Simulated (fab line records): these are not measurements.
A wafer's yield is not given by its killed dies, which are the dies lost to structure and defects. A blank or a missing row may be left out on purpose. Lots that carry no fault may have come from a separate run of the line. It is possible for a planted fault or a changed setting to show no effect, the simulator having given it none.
Struck lot and sound lot, side by side -- flow sky130 -- 15 steps out of a route of 708
Sound: the wafers L210.2, L210.3, L210.5. Struck: wafer L218.1 (left out: L218.3, L218.4 of the same lot, which were not struck); the cause appears at the end.
Order at every step that has rows: each side's tool, ch and its chambers, its first start. Under that, the readings that differ: sound wafers -- struck wafers -- difference of the means -- sigmas: that difference in standard deviations of wafers without a fault.
alike: readings whose means differ by less than 2 such deviations, and words and numbers that are the same on both sides. not compared: withheld readings, readings that some wafer has no value for, bounds like >300 that may hide the same value, and numbers for which the record gives no deviation and whose values overlap.
The two part at a step that has a row with sigmas, a row that says differs or no value, or rows on one side only. Numbers that don't overlap but have no deviation are shown without sigmas and don't part them. A reading missing from all wafers of one side parts the sides only when that side holds two or more wafers.

first, 8 steps without rows for these wafers: SKY_METAL4_DEHYDRATE_05 (time 60 s); SKY_METAL4_HMDS_06 (prime time 60 s); SKY_METAL4_COAT_07 (resist thk 60 nm); SKY_METAL4_COAT_08 (resist thk 1140 nm); SKY_METAL4_SOFTBAKE_09 (time 90 s); SKY_METAL4_EXPOSE_10 (exposes mask MM4, target cd 300 nm); SKY_METAL4_PEB_11; SKY_METAL4_DEVELOP_12 (develop time 60 s).
SKY_METAL4_CD_MEAS_13: the cd target is 300 nm.
  sound on cdSem-01, day 41 13:07; struck on cdSem-01, day 44 06:55
  alike: cdNm
SKY_METAL4_OVL_MEAS_14:
  sound on overlay-02, day 41 13:14; struck on overlay-02, day 44 07:02
reading,sound,struck,difference,sigmas
METAL4_OVL (nm),1 4 3,-11,-14,-2
SKY_METAL4_DESCUM_15: chemistry O2, time 8 s.
  sound on rieMetal-04 ch 0,1, day 41 13:16; struck on rieMetal-04 ch 0, day 44 07:04
  alike: drypumpMotorCurrentA, oesProductAu
  not compared: rfHoursCounterH
SKY_METAL4_ETCH_16: etches BARC in N2/H2, stops on SiO2, time 88.2 s, target depth 60 nm.
  sound on rieMetal-04 ch 0,1, day 41 13:17; struck on rieMetal-04 ch 0, day 44 07:06
  alike: drypumpMotorCurrentA, oesProductAu, throttleValvePct
  not compared: rfHoursCounterH
SKY_METAL4_ETCH_17: etches SiO2 in C4F8/O2/Ar, stops on TiN, time 3.9 s, target depth 15 nm.
  sound on rieDiel-01 ch 0,3, day 41 13:23; struck on rieDiel-01 ch 1, day 44 07:12
reading,sound,struck,difference,sigmas
oesProductAu (a.u.),0.747 0.749 0.760,0.707,-0.045,-6
model.etch.depthNm (nm),15.42 15.31 15.72,13.3,-2.2,
  not compared: rfHoursCounterH
SKY_METAL4_METAL_ETCH_18: etches the open film in Cl2/BCl3, stops on SiO2, target depth 845 nm, time 183.1 s.
  sound on rieMetal-01 ch 0,1, day 41 13:25; struck on rieMetal-01 ch 1, day 44 07:13
reading,sound,struck,difference,sigmas
throttleValvePct (%),22.287 22.258 22.266,22.249,-0.021,-2
  alike: drypumpMotorCurrentA, oesProductAu
  not compared: rfHoursCounterH
-- the record jumps here: 4 days lie between the struck wafers' starts before and after (it left off in module METAL4 and takes up again in module PAD_OPEN, whose first step shown is number 708 of the route) --
SKY_PAD_OPEN_PROBE_99:
  sound on prober-02, day 45 14:29; struck on prober-01, day 48 01:11
reading,sound,struck,difference,sigmas
killedAtContacts,14 19 16,31,+15,+3
killedDies,72 72 81,95,+20,+2
killedOpen,36 45 37,56,+17,+2
model.etest.tester.sortNPass,420 420 411,0,-417,
model.etest.tester.sortYieldPct (%),85.37 85.37 83.54,0,-85,
model.etest.tester.sort_bin_3_pct (%),0.6098 0.6098 0.6098,81.3,+80.7,
model.etest.resIsoPwell.short,0 0 0,1,+1,
model.etest.nfet_16v.short,0 0 0,1,+1,
model.etest.diodePdiffNwell.overLimit,0 0 0,1,+1,
model.etest.polyComb.overLimit,0 0 0,1,+1,
model.etest.liconNdiff.short,0 0 0,1,+1,
  alike: defectLimitedYield, killed_at_M0_to_M3, killed_at_M4_up, killedAtFrontEnd, killedAtOther, killedShort

WHERE THEY PART
At SKY_METAL4_OVL_MEAS_14 first; at SKY_PAD_OPEN_PROBE_99 last (within this record only).

WHY: the cause the simulator had injected
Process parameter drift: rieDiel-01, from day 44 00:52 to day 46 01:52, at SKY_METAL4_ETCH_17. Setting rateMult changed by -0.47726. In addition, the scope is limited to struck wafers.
